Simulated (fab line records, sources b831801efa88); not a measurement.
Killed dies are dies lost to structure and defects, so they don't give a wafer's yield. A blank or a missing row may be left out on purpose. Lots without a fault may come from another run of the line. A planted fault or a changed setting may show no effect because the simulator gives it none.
Which tool did it? | flow gf180mcu | 12 lots, 35 wafers sampled, at 5 steps of a route of 602

WHAT THE GAUGES READ, wafer by wafer
GF_STI_THK_MEAS_22.
lot  | measured    | on            | STI_OXIDATION_01_THK (nm)
L150 | day 2 04:11 | film_metro-04 | 15.54 15.59
L151 | day 2 09:37 | film_metro-03 | 15.00 15.06 15.02
L153 | day 2 19:01 | film_metro-02 | 15.57 15.19 15.24
L154 | day 3 01:57 | film_metro-04 | 14.88 14.77 14.86
L155 | day 3 05:27 | film_metro-02 | 15.40 15.22 15.61
L156 | day 3 10:16 | film_metro-04 | 15.43 15.32 15.87
L157 | day 3 20:15 | film_metro-02 | 14.81 15.12 15.12
L159 | day 4 05:44 | film_metro-02 | 15.00 15.00 15.10
L161 | day 4 17:04 | film_metro-02 | 14.99 14.87 14.94
L162 | day 4 21:33 | film_metro-04 | 14.96 15.09 14.94
L163 | day 5 01:40 | film_metro-02 | 14.92 14.62 15.00
L164 | day 5 05:26 | film_metro-03 | 15.16 15.40 15.28

GF_LVPWELL_TW_MEAS_11.
lot  | measured    | on            | LVPWELL_TW
L150 | day 3 21:26 | film_metro-04 | 564 559
L151 | day 4 03:15 | film_metro-04 | 558 562 558
L153 | day 4 11:55 | film_metro-04 | 558 561 557
L154 | day 4 20:17 | film_metro-03 | 552 550 553
L155 | day 5 00:28 | film_metro-01 | 567 567 568
L156 | day 5 05:59 | film_metro-04 | 562 562 563
L157 | day 5 17:29 | film_metro-03 | 549 549 546
L159 | day 6 03:02 | film_metro-03 | 549 546 548
L161 | day 6 16:10 | film_metro-04 | 558 560 558
L162 | day 6 21:02 | film_metro-01 | 563 566 563
L163 | day 7 01:46 | film_metro-04 | 559 560 557
L164 | day 7 05:45 | film_metro-04 | 558 559 561

GF_MVPSD_TW_MEAS_11.
lot  | measured    | on            | MVPSD_TW
L150 | day 5 00:26 | film_metro-04 | 554 557
L151 | day 5 06:42 | film_metro-03 | 541 543 543
L153 | day 5 16:17 | film_metro-03 | 543 540 540
L154 | day 6 00:57 | film_metro-04 | 553 553 555
L155 | day 6 05:41 | film_metro-03 | 540 546 541
L156 | day 6 12:23 | film_metro-01 | 557 556 558
L157 | day 6 23:21 | film_metro-04 | 553 555 554
L159 | day 7 09:29 | film_metro-04 | 551 552 554
L161 | day 7 23:04 | film_metro-03 | 541 544 540
L162 | day 8 04:06 | film_metro-01 | 1046 1047 1050 1042 1042 1044
L163 | day 8 08:56 | film_metro-03 | 1021 1022 1017 1021 1016 1021
L164 | day 8 13:44 | film_metro-01 | 1043 1044 1046 1044 1045 1045

WHICH TOOL RAN EACH LOT (tool, then ch and the chambers of the sampled wafers, then the start)
lot  | GF_MVPSD_IMPLANT_08            | GF_MVPSD_STRIP_10
L150 | implanter-01 ch 0, day 5 00:03 | plasma_asher-03 ch 0, day 5 00:20
L151 | implanter-01 ch 0, day 5 06:20 | plasma_asher-02 ch 0,1, day 5 06:37
L153 | implanter-03 ch 0, day 5 15:53 | plasma_asher-02 ch 0,1, day 5 16:11
L154 | implanter-01 ch 0, day 6 00:34 | plasma_asher-02 ch 0, day 6 00:50
L155 | implanter-01 ch 0, day 6 05:18 | plasma_asher-02 ch 0,1, day 6 05:35
L156 | implanter-03 ch 0, day 6 12:00 | plasma_asher-02 ch 0,1, day 6 12:17
L157 | implanter-01 ch 0, day 6 23:00 | plasma_asher-01 ch 0,1, day 6 23:16
L159 | implanter-02 ch 0, day 7 09:06 | plasma_asher-02 ch 0,1, day 7 09:23
L161 | implanter-01 ch 0, day 7 22:40 | plasma_asher-02 ch 0,1, day 7 22:58
L162 | implanter-01 ch 0, day 8 03:44 | plasma_asher-03 ch 0,1, day 8 04:01
L163 | implanter-03 ch 0, day 8 08:33 | plasma_asher-03 ch 0,1, day 8 08:50
L164 | implanter-02 ch 0, day 8 13:22 | plasma_asher-01 ch 0,1, day 8 13:39
- GF_MVPSD_IMPLANT_08
- GF_MVPSD_STRIP_10: strips in O2/N2.

WHAT THE TOOLS THEMSELVES READ (means of the sampled wafers that have a number; where no wafer has one, the mark that the record gives instead)
GF_MVPSD_IMPLANT_08.
lot  | tool         | end_station_pressure_torr (Torr)
L150 | implanter-01 | 5.61e-06
L151 | implanter-01 | 5.01e-06
L153 | implanter-03 | 5.22e-06
L154 | implanter-01 | 5.01e-06
L155 | implanter-01 | 5.05e-06
L156 | implanter-03 | 5.13e-06
L157 | implanter-01 | 5.12e-06
L159 | implanter-02 | 4.81e-06
L161 | implanter-01 | 4.76e-06
L162 | implanter-01 | 5.04e-06
L163 | implanter-03 | 4.90e-06
L164 | implanter-02 | 4.99e-06

GF_MVPSD_STRIP_10.
lot  | tool            | drypump_motor_current_A (A) | heater_power_w (W) | oes_product_au (a.u.) | strip_time_to_endpoint_s (s)
L150 | plasma_asher-03 | 5.39                        | 356                | 0.726                 | 36.81
L151 | plasma_asher-02 | 5.56                        | 327                | 0.726                 | 37.03
L153 | plasma_asher-02 | 5.58                        | 323                | 0.721                 | 36.82
L154 | plasma_asher-02 | 5.41                        | 336                | 0.722                 | 36.79
L155 | plasma_asher-02 | 5.56                        | 324                | 0.720                 | 37.01
L156 | plasma_asher-02 | 5.58                        | 327                | 0.723                 | 37.01
L157 | plasma_asher-01 | 5.86                        | 448                | 0.723                 | 37.08
L159 | plasma_asher-02 | 5.76                        | 316                | 0.721                 | 36.99
L161 | plasma_asher-02 | 5.58                        | 324                | 0.722                 | 37.05
L162 | plasma_asher-03 | 5.33                        | 351                | 0.722                 | 37.11
L163 | plasma_asher-03 | 5.35                        | 341                | 0.722                 | 36.98
L164 | plasma_asher-01 | 5.82                        | 395                | 0.725                 | 36.84

THE ANSWER, worked out from the rows above alone
Rule: what is usual is taken from the lots themselves. Put in order of their means at a reading, lots are off if they are a third of the lots or fewer, leave a main group of 4 or more, and stand apart from it by a gap of 3 or more times the standard deviation of the main group's means; of several such gaps the widest counts. A main group whose means are all the same, to the digits that the tables above print for the reading, isn't used. A lot without any number at a reading at which 4 lots or more have one is off too. The other lots that the step has rows for count as sound. The gauges are gone through in route order, then the tools' own readings, and for those a lot's mean is taken as printed above. The first step at which some lot is off is used, and at that step the reading that is off furthest; a lot without a number counts as furthest.
Off: L162, L163, L164, at GF_MVPSD_TW_MEAS_11 (MVPSD_TW). The main group: mean 549, standard deviation 6.4.
A tool fits if, at a process step before that reading, it ran every lot that is off, and no sound lot after the first of them. The gauges at GF_MVPSD_TW_MEAS_11 are tried like those tools. None of those tried fits.

WHAT THE SIMULATOR HAD PUT IN
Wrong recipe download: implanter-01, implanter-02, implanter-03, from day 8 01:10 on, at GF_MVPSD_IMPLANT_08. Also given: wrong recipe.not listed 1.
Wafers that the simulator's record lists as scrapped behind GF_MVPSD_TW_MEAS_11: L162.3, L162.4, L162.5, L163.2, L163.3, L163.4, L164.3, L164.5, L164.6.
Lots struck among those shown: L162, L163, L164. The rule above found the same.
